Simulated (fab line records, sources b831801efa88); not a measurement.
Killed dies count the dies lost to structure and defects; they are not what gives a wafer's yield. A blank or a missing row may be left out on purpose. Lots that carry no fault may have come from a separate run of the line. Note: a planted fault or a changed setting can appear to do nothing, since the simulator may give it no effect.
Which tool was responsible? | flow sky130 | Sampling: 11 lots, 33 wafers, 4 of 708 route steps

== WHAT THE GAUGES SHOWED, per wafer ==
SKY_LI_CONTACT_RS_MEAS_22: measurement is done with a four-point probe. Usual: LI_CONTACT_W_RS 0.2845 ohm/sq, standard deviation 0.0029.
lot  | measured     | on            | LI_CONTACT_W_RS (ohm/sq) | flag
L634 | day 30 05:32 | film_metro-04 | 0.2817 0.2859 0.2849     |
L641 | day 32 04:55 | film_metro-03 | 0.3116 0.3127 0.2862     | OFF
L643 | day 32 19:34 | film_metro-03 | 0.2880 0.3066 0.3060     | OFF
L645 | day 33 09:15 | film_metro-03 | 0.2867 0.2845 0.2884     |
L648 | day 34 06:50 | film_metro-04 | 0.2818 0.2874 0.2805     |
L649 | day 34 08:55 | film_metro-04 | 0.2855 0.2836 0.2817     |
L652 | day 36 05:22 | film_metro-04 | 0.2853 0.2828 0.2814     |
L653 | day 36 07:25 | film_metro-02 | 0.2831 0.2824 0.2788     |
L650 | day 36 07:43 | film_metro-04 | 0.2814 0.2804 0.2781     |
L654 | day 36 09:31 | film_metro-02 | 0.2876 0.2863 0.2833     |
L655 | day 36 10:55 | film_metro-02 | 0.2812 0.2794 0.2792     |

SKY_LI_CONTACT_THK_MEAS_23: measures by xrf. Usual: LI_CONTACT_W_THK 415 nm, standard deviation 6.7.
lot  | measured     | on            | LI_CONTACT_W_THK (nm) | flag
L634 | day 30 05:39 | film_metro-04 | 414 406 413           |
L641 | day 32 05:02 | film_metro-03 | 374 373 406           | OFF
L643 | day 32 19:40 | film_metro-03 | 404 381 381           | OFF
L645 | day 33 09:22 | film_metro-03 | 406 408 405           |
L648 | day 34 06:58 | film_metro-04 | 421 413 425           |
L649 | day 34 09:02 | film_metro-04 | 414 418 424           |
L652 | day 36 05:29 | film_metro-04 | 416 421 422           |
L653 | day 36 07:32 | film_metro-02 | 422 421 435           |
L650 | day 36 07:50 | film_metro-04 | 422 424 426           |
L654 | day 36 09:37 | film_metro-02 | 416 417 424           |
L655 | day 36 11:02 | film_metro-02 | 426 430 430           |

SKY_CONTACT_THK_MEAS_01. Usual: CONTACT_CVD_00_THK 75.1 nm, standard deviation 1.1.
lot  | measured     | on            | CONTACT_CVD_00_THK (nm) | flag
L634 | day 31 10:22 | film_metro-02 | 74.0 75.8 76.6          |
L641 | day 33 09:40 | film_metro-02 | 72.4 74.9 73.9          |
L643 | day 33 23:19 | film_metro-02 | 76.0 77.1 76.8          |
L645 | day 34 13:38 | film_metro-01 | 73.6 74.5 74.9          |
L648 | day 35 10:19 | film_metro-02 | 74.5 74.0 75.2          |
L649 | day 35 11:29 | film_metro-01 | 74.3 74.0 74.5          |
L652 | day 37 08:32 | film_metro-01 | 75.2 75.6 75.8          |
L653 | day 37 10:25 | film_metro-01 | 74.4 76.4 75.7          |
L650 | day 37 10:56 | film_metro-02 | 74.1 75.9 73.0          |
L654 | day 37 12:36 | film_metro-01 | 75.2 75.9 75.4          |
L655 | day 37 14:01 | film_metro-02 | 73.2 75.5 74.8          |

== WHAT TOOL EACH LOT RAN ON (gives the tool, then ch and the chambers of the sampled wafers, and finally the start) ==
lot  | SKY_LI_CONTACT_CVD_21
L634 | cvd_w-02 ch 0,1, day 30 05:24
L641 | cvd_w-02 ch 0,1, day 32 04:47
L643 | cvd_w-02 ch 0,1, day 32 19:26
L645 | cvd_w-01 ch 0, day 33 09:07
L648 | cvd_w-01 ch 0,1, day 34 06:43
L649 | cvd_w-01 ch 0,1, day 34 08:47
L652 | cvd_w-02 ch 0,1, day 36 05:14
L653 | cvd_w-01 ch 0,1, day 36 07:17
L650 | cvd_w-02 ch 0,1, day 36 07:35
L654 | cvd_w-02 ch 0,1, day 36 09:22
L655 | cvd_w-01 ch 0, day 36 10:47
- SKY_LI_CONTACT_CVD_21: deposits W, target thk 400 nm, time 120.56 s.

== WHAT THE TOOLS THEMSELVES READ (means of the sampled wafers that have a number; where no wafer has one, the mark that the record gives instead) ==
SKY_LI_CONTACT_CVD_21. Usual: chamber_pressure_Torr 40.00 Torr, standard deviation 0.096; heater_power_w 844 W, standard deviation 130; susceptor_temp_C 399.99 C, standard deviation 0.21.
lot  | tool     | chamber_pressure_Torr (Torr) | heater_power_w (W) | susceptor_temp_C (C) | flag
L634 | cvd_w-02 | 39.93                        | 798                | 400.17               |
L641 | cvd_w-02 | 40.01                        | 895                | 397.09               | OFF
L643 | cvd_w-02 | 40.07                        | 889                | 396.99               | OFF
L645 | cvd_w-01 | 40.00                        | 736                | 400.05               |
L648 | cvd_w-01 | 39.98                        | 790                | 399.92               |
L649 | cvd_w-01 | 40.03                        | 802                | 400.12               |
L652 | cvd_w-02 | 40.00                        | 906                | 400.19               |
L653 | cvd_w-01 | 39.92                        | 789                | 399.76               |
L650 | cvd_w-02 | 40.00                        | 908                | 400.03               |
L654 | cvd_w-02 | 40.02                        | 918                | 400.05               |
L655 | cvd_w-01 | 40.11                        | 731                | 399.99               |

== THE ANSWER, worked out from the rows above alone ==
Rule: a lot is off if the mean of its wafers that have a number lies more than 3 standard deviations from the usual mean. Also off: a lot with no number at a reading for which 4 or more lots have one. Any other lot the step has rows for is counted as sound. After the gauges, taken in route order, come the tools' own readings; for these a lot's mean is taken, as printed above. At the first step where some lot is off, the reading lying furthest off is the one used; lots without a number count as furthest.
Off: at SKY_LI_CONTACT_RS_MEAS_22 (LI_CONTACT_W_RS), L641, L643.
A tool fits if, at a process step before that reading, it ran every lot that is off, and no sound lot after the first of them. The gauges at SKY_LI_CONTACT_RS_MEAS_22 aren't tried: what is off there is off at SKY_LI_CONTACT_CVD_21 too, on other tools, and a gauge's error can't cause that. Of those tried, none fits.

== WHAT THE SIMULATOR HAD INSERTED ==
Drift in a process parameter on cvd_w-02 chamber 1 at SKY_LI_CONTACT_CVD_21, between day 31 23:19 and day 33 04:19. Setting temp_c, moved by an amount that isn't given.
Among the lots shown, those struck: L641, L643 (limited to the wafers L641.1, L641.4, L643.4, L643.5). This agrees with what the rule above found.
